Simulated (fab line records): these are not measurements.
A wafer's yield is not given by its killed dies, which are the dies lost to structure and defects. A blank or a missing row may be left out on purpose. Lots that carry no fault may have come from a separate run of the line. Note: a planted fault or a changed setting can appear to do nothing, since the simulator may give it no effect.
Commonality check across tools + flow gf180mcu + Sampled: 13 lots, 39 wafers

== THE REASON FOR OPENING IT ==
GF_PSD_TW_MEAS_11, reading PSD_TW: flagged on 1 of 13 lots. No-fault wafers: 3168, standard deviation 29.
Rule: a lot is flagged in two cases, either no wafer of it has a number, or all its wafers with numbers fall more than 4 standard deviations from that mean. The rest of the lots are taken to be sound.

| lot  | measured     | on            | PSD_TW, wafer by wafer | flag    |
|------|--------------|---------------|------------------------|---------|
| L652 | day 14 19:29 | film-metro-02 | 3184 3196 3186         |         |
| L653 | day 14 22:35 | film-metro-02 | 3205 3193 3194         |         |
| L654 | day 15 03:41 | film-metro-04 | 3131 3118 3131         |         |
| L656 | day 15 22:48 | film-metro-02 | 3175 3170 3169         |         |
| L657 | day 16 15:04 | film-metro-04 | 29 29 29               | FLAGGED |
| L658 | day 16 19:23 | film-metro-02 | 3196 3167 3194         |         |
| L659 | day 17 00:22 | film-metro-04 | 3132 3140 3145         |         |
| L668 | day 20 06:03 | film-metro-02 | 3183 3186 3200         |         |
| L669 | day 21 00:41 | film-metro-04 | 3139 3137 3132         |         |
| L670 | day 21 08:02 | film-metro-02 | 3189 3172 3185         |         |
| L672 | day 21 14:17 | film-metro-02 | 3155 3172 3170         |         |
| L673 | day 22 04:05 | film-metro-02 | 3183 3183 3186         |         |
| L674 | day 22 07:32 | film-metro-03 | 3182 3208 3199         |         |
On average the flagged lots read 29, which is -3139 against the usual, or -99 or more standard deviations.

== WHICH TOOL RAN EACH LOT ==
Before the reading, the record contains 2 process steps out of a 602-step route. In each cell: the tool, then ch and the chambers that the sampled wafers went through, then the start.
| lot  | flag    | GF_NSD_STRIP_11                      | GF_PSD_STRIP_10                      |
|------|---------|--------------------------------------|--------------------------------------|
| L652 |         | plasma-asher-03 ch 0,1, day 13 22:20 | plasma-asher-02 ch 0,1, day 14 19:23 |
| L653 |         | plasma-asher-03 ch 0,1, day 14 01:23 | plasma-asher-04 ch 1, day 14 22:29   |
| L654 |         | plasma-asher-01 ch 0,1, day 14 05:38 | plasma-asher-01 ch 0,1, day 15 03:35 |
| L656 |         | plasma-asher-01 ch 0,1, day 15 01:13 | plasma-asher-01 ch 0,1, day 15 22:43 |
| L657 | FLAGGED | plasma-asher-01 ch 0,1, day 15 17:10 | plasma-asher-04 ch 0,1, day 16 14:59 |
| L658 |         | plasma-asher-03 ch 0,1, day 15 20:56 | plasma-asher-02 ch 1, day 16 19:17   |
| L659 |         | plasma-asher-03 ch 0,1, day 16 01:13 | plasma-asher-04 ch 0,1, day 17 00:17 |
| L668 |         | plasma-asher-01 ch 0,1, day 19 06:06 | plasma-asher-02 ch 1, day 20 05:56   |
| L669 |         | plasma-asher-01 ch 0,1, day 20 00:06 | plasma-asher-04 ch 0,1, day 21 00:35 |
| L670 |         | plasma-asher-03 ch 0,1, day 20 07:32 | plasma-asher-01 ch 0,1, day 21 07:56 |
| L672 |         | plasma-asher-01 ch 0,1, day 20 14:44 | plasma-asher-02 ch 0,1, day 21 14:11 |
| L673 |         | plasma-asher-01 ch 0,1, day 21 04:17 | plasma-asher-02 ch 0,1, day 22 03:59 |
| L674 |         | plasma-asher-03 ch 0,1, day 21 07:59 | plasma-asher-01 ch 0,1, day 22 07:26 |
What the steps here do:
- GF_NSD_STRIP_11: strips in O2/N2.
- GF_PSD_STRIP_10: strips in O2/N2.
- GF_PSD_TW_MEAS_11

== FLAGGED OVER TOTAL, TOOL BY TOOL (the gauges that took the reading come last) ==
| step              | tool            | lots run | flagged | share of the flagged lots | sound lots run after its first flagged lot |
|-------------------|-----------------|----------|---------|---------------------------|--------------------------------------------|
| GF_NSD_STRIP_11   | plasma-asher-01 | 7        | 1       | all                       | 4 (L668,L669,L672,L673)                    |
| GF_NSD_STRIP_11   | plasma-asher-03 | 6        | 0       | none                      | -                                          |
| GF_PSD_STRIP_10   | plasma-asher-01 | 4        | 0       | none                      | -                                          |
| GF_PSD_STRIP_10   | plasma-asher-02 | 5        | 0       | none                      | -                                          |
| GF_PSD_STRIP_10   | plasma-asher-04 | 4        | 1       | all                       | 2 (L659,L669)                              |
| GF_PSD_TW_MEAS_11 | film-metro-02   | 8        | 0       | none                      | -                                          |
| GF_PSD_TW_MEAS_11 | film-metro-03   | 1        | 0       | none                      | -                                          |
| GF_PSD_TW_MEAS_11 | film-metro-04   | 4        | 1       | all                       | 2 (L659,L669)                              |

== WHAT IS ALLOWED BY THE TABLE ==
plasma-asher-01 at GF_NSD_STRIP_11, plasma-asher-04 at GF_PSD_STRIP_10 and film-metro-04 at GF_PSD_TW_MEAS_11: these 3 rows of the table ran every flagged lot.
- plasma-asher-01 at GF_NSD_STRIP_11: 1 of its 7 lots flagged. After the first flagged lot (L668, L669, L672, L673), sound lots still ran on it; a lasting fault on the whole tool would not permit that. Its own readings lie more than 4 standard deviations out on every wafer of the flagged lots: oes-product-au.
- plasma-asher-04 at GF_PSD_STRIP_10: 1 of its 4 lots flagged. After the first flagged lot (L659, L669), sound lots still ran on it; a lasting fault on the whole tool would not permit that. Its own readings lie more than 4 standard deviations out on every wafer of the flagged lots: oes-product-au, strip-time-to-endpoint-s.
- film-metro-04 at GF_PSD_TW_MEAS_11: 1 of its 4 lots flagged. After the first flagged lot (L659, L669), sound lots still ran on it; a lasting fault on the whole tool would not permit that.
No row of the table ran every flagged lot and no sound lot after the first.

== WHAT THE SIMULATOR HAD INSERTED ==
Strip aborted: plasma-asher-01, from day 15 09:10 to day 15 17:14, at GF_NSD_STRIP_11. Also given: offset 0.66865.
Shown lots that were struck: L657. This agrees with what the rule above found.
